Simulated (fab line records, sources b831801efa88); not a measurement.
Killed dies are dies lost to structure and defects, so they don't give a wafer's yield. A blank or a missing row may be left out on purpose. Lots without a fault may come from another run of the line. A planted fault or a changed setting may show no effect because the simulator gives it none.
Which tool did it? | flow sky130 | 12 lots, 36 wafers sampled, at 3 steps of a route of 708

WHAT THE GAUGES READ, wafer by wafer
SKY_PWDE_TW_MEAS_10. Usual: PWDE_TW 375, standard deviation 3.4.
lot  | measured    | on            | PWDE_TW                       | flag
L801 | day 3 18:26 | film_metro-03 | 372 371 371                   |
L804 | day 4 14:36 | film_metro-04 | 378 378 376                   |
L807 | day 5 09:30 | film_metro-01 | 376 375 375                   |
L808 | day 5 17:25 | film_metro-01 | 1145 1139 1141 1137 1128 1142 | OFF
L809 | day 5 17:39 | film_metro-03 | 1116 1123 1126 1116 1118 1116 | OFF
L811 | day 6 03:26 | film_metro-01 | 377 376 377                   |
L818 | day 7 20:43 | film_metro-03 | 372 370 371                   |
L819 | day 7 23:52 | film_metro-01 | 375 376 375                   |
L820 | day 8 07:34 | film_metro-04 | 379 379 378                   |
L821 | day 8 14:11 | film_metro-03 | 372 371 372                   |
L822 | day 8 22:07 | film_metro-03 | 371 370 370                   |
L824 | day 9 05:15 | film_metro-01 | 378 380 379                   |

SKY_SONOS_TUNNEL_CD_MEAS_07: target cd 410 nm. Usual: cd_nm 409.9 nm, standard deviation 2.
lot  | measured     | on        | cd_nm (nm)        | flag
L801 | day 11 05:13 | cd_sem-01 | 407.3 405.9 407.8 |
L804 | day 12 10:59 | cd_sem-01 | 410.8 410.4 409.2 |
L807 | day 13 12:07 | cd_sem-02 | 410.4 409.4 410.9 |
L811 | day 14 14:36 | cd_sem-02 | 411.2 411.2 409.7 |
L818 | day 17 01:34 | cd_sem-01 | 408.2 409.9 408.0 |
L819 | day 17 13:11 | cd_sem-01 | 409.7 411.0 409.2 |
L820 | day 17 16:49 | cd_sem-02 | 411.8 412.1 411.9 |
L821 | day 17 22:03 | cd_sem-01 | 408.5 410.5 408.6 |
L822 | day 18 10:54 | cd_sem-02 | 411.5 411.4 412.7 |
L824 | day 18 22:49 | cd_sem-01 | 412.0 412.6 411.5 |

WHICH TOOL RAN EACH LOT (tool, then ch and the chambers of the sampled wafers, then the start)
lot  | SKY_DNWELL_COAT_02
L801 | litho_track-01 ch 0, day 2 18:48
L804 | litho_track-01 ch 0, day 3 13:53
L807 | litho_track-02 ch 0, day 4 07:02
L808 | litho_track-03, day 4 14:26
L809 | litho_track-01, day 4 14:38
L811 | litho_track-03 ch 0, day 5 00:19
L818 | litho_track-02 ch 0, day 6 14:19
L819 | litho_track-03 ch 0, day 6 17:26
L820 | litho_track-03 ch 0, day 6 23:43
L821 | litho_track-01 ch 0, day 7 06:21
L822 | litho_track-03 ch 0, day 7 13:28
L824 | litho_track-03 ch 0, day 7 19:38
- SKY_DNWELL_COAT_02: resist thk 3000 nm.

WHAT THE TOOLS THEMSELVES READ (means of the sampled wafers that have a number; where no wafer has one, the mark that the record gives instead)
SKY_DNWELL_COAT_02. Usual: chill_plate_temp_C 23.00 C, standard deviation 0.11; dispense_pressure_kPa 51 kPa, standard deviation 3.2.
lot  | tool           | chill_plate_temp_C (C) | dispense_pressure_kPa (kPa) | flag
L801 | litho_track-01 | 23.02                  | 48                          |
L804 | litho_track-01 | 22.94                  | 48                          |
L807 | litho_track-02 | 22.86                  | 48                          |
L808 | litho_track-03 | -                      | -                           | OFF
L809 | litho_track-01 | -                      | -                           | OFF
L811 | litho_track-03 | 23.16                  | 55                          |
L818 | litho_track-02 | 23.01                  | 48                          |
L819 | litho_track-03 | 22.98                  | 55                          |
L820 | litho_track-03 | 23.17                  | 55                          |
L821 | litho_track-01 | 23.03                  | 48                          |
L822 | litho_track-03 | 22.99                  | 55                          |
L824 | litho_track-03 | 23.06                  | 55                          |

THE ANSWER, worked out from the rows above alone
Rule: a lot is off if the mean of its wafers that have a number lies more than 3 standard deviations from the usual mean. A lot without any number at a reading at which 4 lots or more have one is off too. The other lots that the step has rows for count as sound. The gauges are gone through in route order, then the tools' own readings, and for those a lot's mean is taken as printed above. The first step at which some lot is off is used, and at that step the reading that is off furthest; a lot without a number counts as furthest.
Off: L808, L809, at SKY_PWDE_TW_MEAS_10 (PWDE_TW).
A tool fits if, at a process step before that reading, it ran every lot that is off, and no sound lot after the first of them. The gauges at SKY_PWDE_TW_MEAS_10 aren't tried: what is off there is off at SKY_DNWELL_COAT_02 too, on other tools, and a gauge's error can't cause that. None of those tried fits.

WHAT THE SIMULATOR HAD PUT IN
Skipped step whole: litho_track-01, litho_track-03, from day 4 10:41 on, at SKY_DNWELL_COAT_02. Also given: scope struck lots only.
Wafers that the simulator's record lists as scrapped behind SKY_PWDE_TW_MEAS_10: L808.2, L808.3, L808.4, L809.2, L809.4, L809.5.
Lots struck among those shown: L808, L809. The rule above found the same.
